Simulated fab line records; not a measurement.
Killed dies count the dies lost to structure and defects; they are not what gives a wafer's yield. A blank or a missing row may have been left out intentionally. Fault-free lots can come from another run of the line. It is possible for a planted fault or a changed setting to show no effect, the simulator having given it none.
Struck lot and sound lot, side by side / flow sky130 / 17 out of 708 route steps
Sound: the wafers L755.1, L755.3, L755.6. The struck wafers were L765.1, L765.4, L765.6. At the end, the cause is stated.
Per side, at each step with rows, come the tool, then ch with its chambers, and then its first start. Under that, the readings that differ: sound wafers / struck wafers / difference of the means / sigmas: that difference in standard deviations of wafers without a fault.
alike: words and numbers the same on both sides, and readings whose means are apart by under 2 such deviations; not compared: readings that were withheld, readings missing a value for some wafer, numbers with overlapping values and no deviation given by the record, and bounds like >300 which may hide the same value.
The two part at a step that has a row with sigmas, a row that says differs or no value, or rows on one side only. Numbers that have no deviation but don't overlap get no sigmas and don't part them. A reading missing from all wafers of one side parts the sides only when that side holds two or more wafers.

SKY_CONTACT_ETCH_18: etches Si3N4 in CHF3/O2, stops on TiN, time 39 s, target depth 75 nm.
  sound: rieDiel-04 ch 0,1; struck: rieDiel-02 ch 0,2,3
  alike: drypumpMotorCurrentA, oesProductAu, throttleValvePct
  not compared: rfHoursCounterH
then, 5 steps without rows for these wafers: SKY_CONTACT_STRIP_19 (strips in O2/N2); SKY_CONTACT_STRIP_20 (strips in post etch residue remover, time 1200 s); SKY_CONTACT_CLEAN_21 (cleans in IPA, time 180 s); SKY_CONTACT_CLEAN_22 (cleans in O3/DIW); SKY_CONTACT_SPUTTER_23 (material TiN, target thk 20 nm, time 80 s).
SKY_CONTACT_CVD_24: deposits W, target thk 340 nm, time 102.12 s.
  sound on cvdW-02 ch 0, day 33 07:26; struck on cvdW-02 ch 0, day 37 21:47
  alike: heaterPowerW
SKY_CONTACT_RS_MEAS_25: measures by four-point-probe.
  sound on filmMetro-01 at day 33 07:33; struck on filmMetro-03 at day 37 22:00
  alike: CONTACT_W_RS
SKY_CONTACT_THK_MEAS_26: measures by xrf.
  sound on filmMetro-01 at day 33 07:40; struck on filmMetro-03 at day 37 22:07
  alike: CONTACT_W_THK
SKY_CONTACT_CMP_27: polishes, stops on SiO2, t overpolish 15 s, target thk 0 nm.
  sound on cmp-01 ch 1,3, day 33 07:47; struck on cmp-01 ch 0,2, day 37 22:14
  alike: motorCurrentA, overpolishRunS, timeToEndpointS
then, 1 step without rows for these wafers: SKY_METAL1_SPUTTER_00 (material Ti, target thk 15 nm, time 10 s).
SKY_METAL1_SPUTTER_01: material TiN, target thk 20 nm, time 16.7 s.
  sound on pvdSputter-03 at day 33 08:04; struck on pvdSputter-04 at day 37 22:30
  alike: throttleValvePct
SKY_METAL1_SPUTTER_02: material AlCu, target thk 250 nm, time 13.3 s.
  sound on pvdSputter-03 at day 33 08:05; struck on pvdSputter-04 at day 37 22:31
reading=model.AlCu_of_METAL1_SPUTTER_02.thkNm (nm); sound=247.5 244.6 249.3; struck=78.96 76.91 72.87; difference=-170.89; sigmas=
  alike: throttleValvePct
SKY_METAL1_SPUTTER_03: material Ti, target thk 5 nm, time 3.3 s.
  sound on pvdSputter-03 at day 33 08:07; struck on pvdSputter-04 at day 37 22:33
  alike: throttleValvePct
then, 1 step without rows for these wafers: SKY_METAL1_SPUTTER_04 (material TiN, target thk 70 nm, time 58.3 s).
SKY_METAL1_RS_MEAS_05: measures by four-point-probe.
  sound on filmMetro-01 at day 33 08:10; struck on filmMetro-04 at day 37 22:54
reading=METAL1_ALCU_RS (ohm/sq); sound=0.1282 0.1296 0.1269; struck=0.4309 0.4426 0.4700; difference=+0.3196; sigmas=+99 or more
  not compared: hold
next, for these wafers, 1 step has no rows: SKY_PAD_OPEN_PROBE_99.

== WHERE THEY PART ==
Only at SKY_METAL1_RS_MEAS_05, as far as this record shows.

WHY: what the simulator had put in
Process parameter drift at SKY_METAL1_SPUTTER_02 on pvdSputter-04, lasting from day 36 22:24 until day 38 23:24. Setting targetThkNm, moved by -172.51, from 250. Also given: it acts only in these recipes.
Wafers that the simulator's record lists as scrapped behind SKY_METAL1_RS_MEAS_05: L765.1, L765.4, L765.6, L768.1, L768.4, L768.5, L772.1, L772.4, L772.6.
